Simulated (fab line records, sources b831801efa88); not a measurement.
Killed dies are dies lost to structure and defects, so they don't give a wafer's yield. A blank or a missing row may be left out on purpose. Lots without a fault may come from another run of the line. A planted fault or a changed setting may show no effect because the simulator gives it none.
Which tool did it? | flow gf180mcu | 13 lots, 39 wafers sampled, at 6 steps of a route of 602

WHAT THE GAUGES READ, wafer by wafer
GF_PSD_OVL_MEAS_08. Usual: PSD_OVL 1.5 nm, standard deviation 1.7.
lot  | measured     | on         | PSD_OVL (nm)  | flag
L555 | day 14 09:47 | overlay-02 | 1.3 2.4 1.4   |
L558 | day 15 08:38 | overlay-02 | 0.0 -0.6 -1.0 |
L559 | day 15 15:44 | overlay-01 | 4.4 4.2 4.9   |
L562 | day 17 04:08 | overlay-01 | 1.9 3.3 4.8   |
L564 | day 17 14:52 | overlay-02 | 0.2 2.9 2.3   |
L565 | day 17 22:53 | overlay-02 | 0.9 2.3 -0.2  |
L572 | day 20 09:56 | overlay-01 | 2.5 0.9 0.7   |
L573 | day 20 11:50 | overlay-02 | -0.8 0.9 2.0  |
L574 | day 21 00:35 | overlay-02 | 0.3 -0.6 0.6  |
L575 | day 21 15:40 | overlay-02 | 3.0 2.3 2.4   |
L576 | day 21 16:02 | overlay-02 | 1.0 1.6 1.5   |
L577 | day 22 03:07 | overlay-02 | 4.9 5.1 3.7   |
L578 | day 22 10:30 | overlay-02 | -0.1 0.5 1.7  |

GF_PSD_RS_MEAS_14: measures by four-point-probe. Usual: NSD_RS 46.15 ohm/sq, standard deviation 0.1.
lot  | measured     | on            | NSD_RS (ohm/sq)   | flag
L555 | day 14 10:16 | film_metro-02 | 46.18 46.09 46.24 |
L558 | day 15 09:07 | film_metro-02 | 46.12 46.08 46.12 |
L559 | day 15 16:14 | film_metro-02 | 46.08 46.13 46.16 |
L562 | day 17 04:38 | film_metro-03 | 47.72 47.77 47.69 | OFF
L564 | day 17 15:21 | film_metro-02 | 47.65 47.73 47.77 | OFF
L565 | day 17 23:22 | film_metro-02 | 47.63 47.61 47.68 | OFF
L572 | day 20 10:25 | film_metro-03 | 46.13 46.15 46.23 |
L573 | day 20 12:25 | film_metro-04 | 46.20 46.21 46.23 |
L574 | day 21 01:04 | film_metro-02 | 46.31 46.34 46.38 |
L575 | day 21 16:10 | film_metro-02 | 46.19 46.04 46.09 |
L576 | day 21 16:31 | film_metro-03 | 46.14 45.98 45.98 |
L577 | day 22 03:38 | film_metro-04 | 46.18 46.18 46.18 |
L578 | day 22 10:59 | film_metro-04 | 46.23 46.34 46.31 |

GF_PSD_RS_MEAS_15: measures by four-point-probe. Usual: PSD_RS 108.6 ohm/sq, standard deviation 0.3.
lot  | measured     | on            | PSD_RS (ohm/sq)   | flag
L555 | day 14 10:23 | film_metro-02 | 108.5 108.6 108.4 |
L558 | day 15 09:14 | film_metro-02 | 108.4 108.6 108.9 |
L559 | day 15 16:21 | film_metro-02 | 108.5 108.4 108.6 |
L562 | day 17 04:45 | film_metro-03 | 113.1 113.3 113.3 | OFF
L564 | day 17 15:28 | film_metro-02 | 112.9 112.9 112.9 | OFF
L565 | day 17 23:29 | film_metro-02 | 112.5 113.1 112.7 | OFF
L572 | day 20 10:32 | film_metro-03 | 108.6 108.7 108.1 |
L573 | day 20 12:32 | film_metro-04 | 108.5 108.9 108.9 |
L574 | day 21 01:11 | film_metro-02 | 109.0 109.0 108.9 |
L575 | day 21 16:17 | film_metro-02 | 108.3 108.4 108.3 |
L576 | day 21 16:38 | film_metro-03 | 108.5 107.8 108.4 |
L577 | day 22 03:45 | film_metro-04 | 108.6 108.6 108.5 |
L578 | day 22 11:07 | film_metro-04 | 109.2 109.1 108.9 |

GF_M1_CD_MEAS_14: target cd 230 nm. Usual: cd_nm 230.4 nm, standard deviation 1.4.
lot  | measured     | on        | cd_nm (nm)        | flag
L555 | day 17 05:50 | cd_sem-01 | 230.3 231.2 231.1 |
L558 | day 18 07:47 | cd_sem-02 | 230.0 229.9 230.4 |
L559 | day 18 15:07 | cd_sem-01 | 231.1 229.4 230.0 |
L562 | day 20 07:23 | cd_sem-02 | 230.1 230.5 229.6 |
L564 | day 20 17:46 | cd_sem-01 | 228.9 229.2 230.1 |
L565 | day 21 03:04 | cd_sem-01 | 229.2 229.1 228.5 |
L572 | day 23 12:31 | cd_sem-02 | 230.0 230.4 231.1 |
L573 | day 23 14:29 | cd_sem-01 | 229.0 229.6 229.8 |
L574 | day 24 01:59 | cd_sem-01 | 231.4 231.2 230.4 |
L575 | day 24 16:22 | cd_sem-01 | 228.7 228.4 228.9 |
L576 | day 24 16:59 | cd_sem-02 | 231.1 231.1 232.8 |
L577 | day 25 01:37 | cd_sem-02 | 230.3 229.4 229.0 |
L578 | day 25 09:32 | cd_sem-02 | 230.8 230.8 230.6 |

GF_V1_THK_MEAS_01. Usual: V1_CVD_00_THK 597 nm, standard deviation 7.9.
lot  | measured     | on            | V1_CVD_00_THK (nm) | flag
L555 | day 17 06:44 | film_metro-01 | 599 596 593        |
L558 | day 18 08:41 | film_metro-02 | 604 597 599        |
L559 | day 18 16:00 | film_metro-01 | 583 594 589        |
L562 | day 20 08:16 | film_metro-02 | 590 605 595        |
L564 | day 20 18:40 | film_metro-04 | 596 599 585        |
L565 | day 21 03:58 | film_metro-01 | 591 596 606        |
L572 | day 23 13:29 | film_metro-02 | 593 605 609        |
L573 | day 23 15:22 | film_metro-02 | 611 607 589        |
L574 | day 24 02:55 | film_metro-04 | 587 601 607        |
L575 | day 24 17:17 | film_metro-01 | 597 610 600        |
L576 | day 24 17:53 | film_metro-01 | 601 605 607        |
L577 | day 25 02:31 | film_metro-02 | 591 601 585        |
L578 | day 25 10:25 | film_metro-01 | 599 598 597        |

WHICH TOOL RAN EACH LOT (tool, then ch and the chambers of the sampled wafers, then the start)
lot  | GF_PSD_RTA_13
L555 | rtp_anneal-02 ch 0, day 14 10:11
L558 | rtp_anneal-02 ch 0, day 15 09:02
L559 | rtp_anneal-01 ch 0, day 15 16:08
L562 | rtp_anneal-01 ch 0, day 17 04:32
L564 | rtp_anneal-01 ch 0, day 17 15:16
L565 | rtp_anneal-01 ch 0, day 17 23:17
L572 | rtp_anneal-01 ch 0, day 20 10:20
L573 | rtp_anneal-02 ch 0, day 20 12:16
L574 | rtp_anneal-02 ch 0, day 21 00:59
L575 | rtp_anneal-02 ch 0, day 21 16:04
L576 | rtp_anneal-01 ch 0, day 21 16:26
L577 | rtp_anneal-02 ch 0, day 22 03:32
L578 | rtp_anneal-02 ch 0, day 22 10:55
- GF_PSD_RTA_13: time 20 s.

WHAT THE TOOLS THEMSELVES READ (means of the sampled wafers that have a number; where no wafer has one, the mark that the record gives instead)
GF_PSD_RTA_13. Usual: chamber_o2_ppm 1.999, standard deviation 0.02; lamp_power_pct 29.9 %, standard deviation 1.1; run_length_s 48.7 s, standard deviation 0.55; wafer_temp_C_max 1029.7, standard deviation 0.87.
lot  | tool          | chamber_o2_ppm | lamp_power_pct (%) | run_length_s (s) | wafer_temp_C_max | flag
L555 | rtp_anneal-02 | 1.990          | 30.7               | 48.8             | 1029.8           |
L558 | rtp_anneal-02 | 2.000          | 30.8               | 48.8             | 1029.4           |
L559 | rtp_anneal-01 | 1.997          | 28.5               | 48.3             | 1030.0           |
L562 | rtp_anneal-01 | 1.997          | 28.5               | 42.5             | 1029.9           | OFF
L564 | rtp_anneal-01 | 2.016          | 28.4               | 42.6             | 1030.5           | OFF
L565 | rtp_anneal-01 | 1.993          | 28.5               | 42.6             | 1029.0           | OFF
L572 | rtp_anneal-01 | 1.987          | 28.5               | 48.5             | 1030.6           |
L573 | rtp_anneal-02 | 2.005          | 30.7               | 51.2             | 1030.1           | OFF
L574 | rtp_anneal-02 | 1.976          | 30.7               | 49.0             | 1030.3           |
L575 | rtp_anneal-02 | 2.006          | 30.8               | 48.8             | 1029.3           |
L576 | rtp_anneal-01 | 2.025          | 28.6               | 48.3             | 1029.9           |
L577 | rtp_anneal-02 | 2.008          | 30.7               | 48.7             | 1029.7           |
L578 | rtp_anneal-02 | 2.010          | 30.7               | 48.9             | 1030.5           |

THE ANSWER, worked out from the rows above alone
Rule: a lot is off if the mean of its wafers that have a number lies more than 3 standard deviations from the usual mean. A lot without any number at a reading at which 4 lots or more have one is off too. The other lots that the step has rows for count as sound. The gauges are gone through in route order, then the tools' own readings, and for those a lot's mean is taken as printed above. The first step at which some lot is off is used, and at that step the reading that is off furthest; a lot without a number counts as furthest.
Off: L562, L564, L565, at GF_PSD_RS_MEAS_14 (NSD_RS).
A tool fits if, at a process step before that reading, it ran every lot that is off, and no sound lot after the first of them. The gauges at GF_PSD_RS_MEAS_14 aren't tried: what is off there is off at GF_PSD_RTA_13 too, on other tools, and a gauge's error can't cause that. None of those tried fits.

WHAT THE SIMULATOR HAD PUT IN
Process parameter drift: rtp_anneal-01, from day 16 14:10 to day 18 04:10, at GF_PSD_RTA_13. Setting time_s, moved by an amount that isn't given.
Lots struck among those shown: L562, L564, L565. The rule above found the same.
